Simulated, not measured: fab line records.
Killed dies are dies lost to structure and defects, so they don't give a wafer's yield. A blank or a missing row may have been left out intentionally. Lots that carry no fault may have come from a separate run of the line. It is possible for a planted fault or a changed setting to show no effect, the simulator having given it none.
Split-lot trial	flow sky130	27 wafers read across 5 lots, on a route 708 steps long

== SPLIT DETAILS ==
At SKY_GATE_OXIDE_OXIDATION_01 (stabilise 600 s, purge 300 s, target thk 10.268 nm), the setting ox_time_s was moved away from the recipe's 1473 s on 24 of the 27 wafers read, by -29.8% to +36.3%. For the rest of the wafers, this setting stayed at what the recipe calls for.

The file shows no step between the split and the reading.

== THE READING ==
GATE_OXIDE_OXIDATION_00_THK (nm), taken at SKY_GATE_OXIDE_THK_MEAS_02. On this fab line, fault-free wafers typically give 10.34 nm with a standard deviation of 0.17 nm.

wafer	tool, chamber at the split	ox_time_s as run, s	against the recipe	GATE_OXIDE_OXIDATION_00_THK, nm	against lot-mates on the recipe
L074.2	furnace-01, 0	1473	recipe	10.36	-
L074.3	furnace-01, 0	1473	recipe	10.29	-
L074.5	furnace-01, 0	1473	recipe	10.29	-
L076.1	-, -	1034	-29.8%	8.10	no lot-mate on the recipe
L076.2	-, -	1034	-29.8%	8.16	no lot-mate on the recipe
L076.3	-, -	1034	-29.8%	8.12	no lot-mate on the recipe
L076.4	-, -	1034	-29.8%	8.05	no lot-mate on the recipe
L076.5	-, -	1034	-29.8%	8.12	no lot-mate on the recipe
L076.6	-, -	1034	-29.8%	8.13	no lot-mate on the recipe
L081.1	-, -	2008	+36.3%	13.00	no lot-mate on the recipe
L081.2	-, -	2008	+36.3%	13.11	no lot-mate on the recipe
L081.3	-, -	2008	+36.3%	13.15	no lot-mate on the recipe
L081.4	-, -	2008	+36.3%	13.21	no lot-mate on the recipe
L081.5	-, -	2008	+36.3%	13.16	no lot-mate on the recipe
L081.6	-, -	2008	+36.3%	13.14	no lot-mate on the recipe
L082.1	-, -	1066	-27.6%	8.10	no lot-mate on the recipe
L082.2	-, -	1066	-27.6%	8.02	no lot-mate on the recipe
L082.3	-, -	1066	-27.6%	8.10	no lot-mate on the recipe
L082.4	-, -	1066	-27.6%	8.10	no lot-mate on the recipe
L082.5	-, -	1066	-27.6%	8.31	no lot-mate on the recipe
L082.6	-, -	1066	-27.6%	8.11	no lot-mate on the recipe
L085.1	-, -	1962	+33.2%	12.45	no lot-mate on the recipe
L085.2	-, -	1962	+33.2%	12.50	no lot-mate on the recipe
L085.3	-, -	1962	+33.2%	12.54	no lot-mate on the recipe
L085.4	-, -	1962	+33.2%	12.67	no lot-mate on the recipe
L085.5	-, -	1962	+33.2%	12.61	no lot-mate on the recipe
L085.6	-, -	1962	+33.2%	12.55	no lot-mate on the recipe

THE FIT
A straight line over all 27 wafers: GATE_OXIDE_OXIDATION_00_THK changes by +0.0745 nm for each +1% of ox_time_s; r = +1.00; the points scatter about the line by 0.15 nm.
Too few moved wafers with a lot-mate on the recipe to fit a line net of each lot's own level.

== THE WHOLE CHAIN: every reading that the file lists as answering this split, in the file's order ==
step	what it does	reading	change (the file's fit)	r (the file's)
SKY_GATE_OXIDE_OXIDATION_01	stabilise 600 s, purge 300 s, target thk 10.268 nm	SiO2_of_GATE_OXIDE_OXIDATION_01.thk_nm (the simulator's own value, which no gauge read)	+0.0744 nm for each +1% of the setting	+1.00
SKY_GATE_OXIDE_THK_MEAS_02		GATE_OXIDE_OXIDATION_00_THK	+0.0745 for each +1% of the setting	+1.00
SKY_GATE_OXIDE_OXIDATION_16	stabilise 600 s, purge 300 s, target thk 3.57 nm	SiO2_of_GATE_OXIDE_OXIDATION_01.thk_nm (the simulator's own value, which no gauge read)	+0.069 nm for each +1% of the setting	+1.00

== THE FILE'S OWN FIT ==
GATE_OXIDE_OXIDATION_00_THK changes by +0.0745 nm for each +1% of ox_time_s, r = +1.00.
